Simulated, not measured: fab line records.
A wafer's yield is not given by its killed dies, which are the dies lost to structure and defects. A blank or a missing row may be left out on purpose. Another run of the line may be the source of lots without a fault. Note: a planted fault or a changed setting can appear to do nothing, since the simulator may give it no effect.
The tool behind it: which one? | flow gf180mcu | Sampling: 13 lots, 39 wafers, 2 of 602 route steps

WHAT THE GAUGES READ, wafer by wafer
GF_HV_LDD_THK_MEAS_55.
lot  | measured     | on            | HV_LDD_CVD_54_THK (nm)
L174 | day 12 12:56 | film metro-01 | 10.03 10.18 9.96
L175 | day 12 17:11 | film metro-03 | 10.12 9.94 10.09
L176 | day 12 23:32 | film metro-03 | 9.99 10.06 9.92
L177 | day 13 08:22 | film metro-01 | 10.00 10.06 10.09
L178 | day 13 16:58 | film metro-03 | 9.99 10.04 10.04
L179 | day 14 01:57 | film metro-01 | 9.93 9.96 9.92
L181 | day 14 17:22 | film metro-03 | 10.12 10.09 10.21
L182 | day 15 05:35 | film metro-04 | 10.11 10.23 10.27
L183 | day 15 11:02 | film metro-01 | 9.85 10.00 9.97
L184 | day 15 20:13 | film metro-03 | 10.16 10.02 10.09
L187 | day 16 15:43 | film metro-03 | 10.20 10.14 10.19
L195 | day 19 15:49 | film metro-01 | 10.21 10.14 10.10
L196 | day 19 23:30 | film metro-03 | 10.24 10.25 10.21

TOOL THAT RAN EACH LOT (tool first, then ch and the chambers of the sampled wafers, then the start)
lot  | GF_HV_LDD_STRIP_49
L174 | plasma asher-03 ch 0,1, day 12 11:31
L175 | plasma asher-01 ch 0,1, day 12 15:46
L176 | plasma asher-01 ch 0,1, day 12 22:07
L177 | plasma asher-01 ch 0,1, day 13 06:56
L178 | plasma asher-04 ch 0,1, day 13 15:32
L179 | plasma asher-01 ch 0,1, day 14 00:31
L181 | plasma asher-04 ch 0,1, day 14 15:56
L182 | plasma asher-04 ch 0,1, day 15 04:10
L183 | plasma asher-03 ch 0,1, day 15 09:37
L184 | plasma asher-04 ch 0,1, day 15 18:47
L187 | plasma asher-04 ch 0, day 16 14:17
L195 | plasma asher-04 ch 0,1, day 19 14:22
L196 | plasma asher-01 ch 0,1, day 19 21:31
- GF_HV_LDD_STRIP_49: strips in O2/N2.

WHAT THE TOOLS THEMSELVES READ (means of the sampled wafers that have a number; where no wafer has one, the mark that the record gives instead)
GF_HV_LDD_STRIP_49.
lot  | tool            | drypump motor current A (A) | heater power w (W) | oes product au (a.u.) | strip time to endpoint s (s)
L174 | plasma asher-03 | 5.7                         | 335                | 0.718                 | 12.625
L175 | plasma asher-01 | 5.9                         | 319                | 0.716                 | 12.640
L176 | plasma asher-01 | 5.7                         | 314                | 0.718                 | 12.628
L177 | plasma asher-01 | 5.7                         | 310                | 0.714                 | 12.598
L178 | plasma asher-04 | 6.0                         | 341                | 0.718                 | 12.654
L179 | plasma asher-01 | 5.9                         | 325                | 0.717                 | 12.619
L181 | plasma asher-04 | 5.9                         | 340                | 0.713                 | 12.630
L182 | plasma asher-04 | 5.6                         | 334                | 0.719                 | 12.655
L183 | plasma asher-03 | 5.7                         | 341                | 0.716                 | 12.650
L184 | plasma asher-04 | 5.9                         | 335                | 0.712                 | 12.614
L187 | plasma asher-04 | 6.2                         | 341                | 0.723                 | 12.614
L195 | plasma asher-04 | 5.6                         | 330                | 0.717                 | 12.665
L196 | plasma asher-01 | 5.9                         | 325                | 0.719                 | 12.614

THE ANSWER, worked out from the rows above alone
Rule: what is usual is taken from the lots themselves. The widest of any qualifying gaps counts: lots, ordered by their means at a reading, are off when they make up no more than a third of the lots, leave a main group of 4 or more, and stand apart from it by 3 or more times the standard deviation of that group's means. The tables above print the reading to a certain number of digits; a main group whose means all agree to those digits is not used. Also off: a lot with no number at a reading for which 4 or more lots have one. All remaining lots with rows at the step are treated as sound. The gauges are gone through in route order, then the tools' own readings, and for those a lot's mean is taken as printed above. The first step at which some lot is off is used, and at that step the reading that is off furthest; a lot without a number counts as furthest.
None of the lots is off at any reading shown; this tells nothing.

WHAT THE SIMULATOR PUT IN
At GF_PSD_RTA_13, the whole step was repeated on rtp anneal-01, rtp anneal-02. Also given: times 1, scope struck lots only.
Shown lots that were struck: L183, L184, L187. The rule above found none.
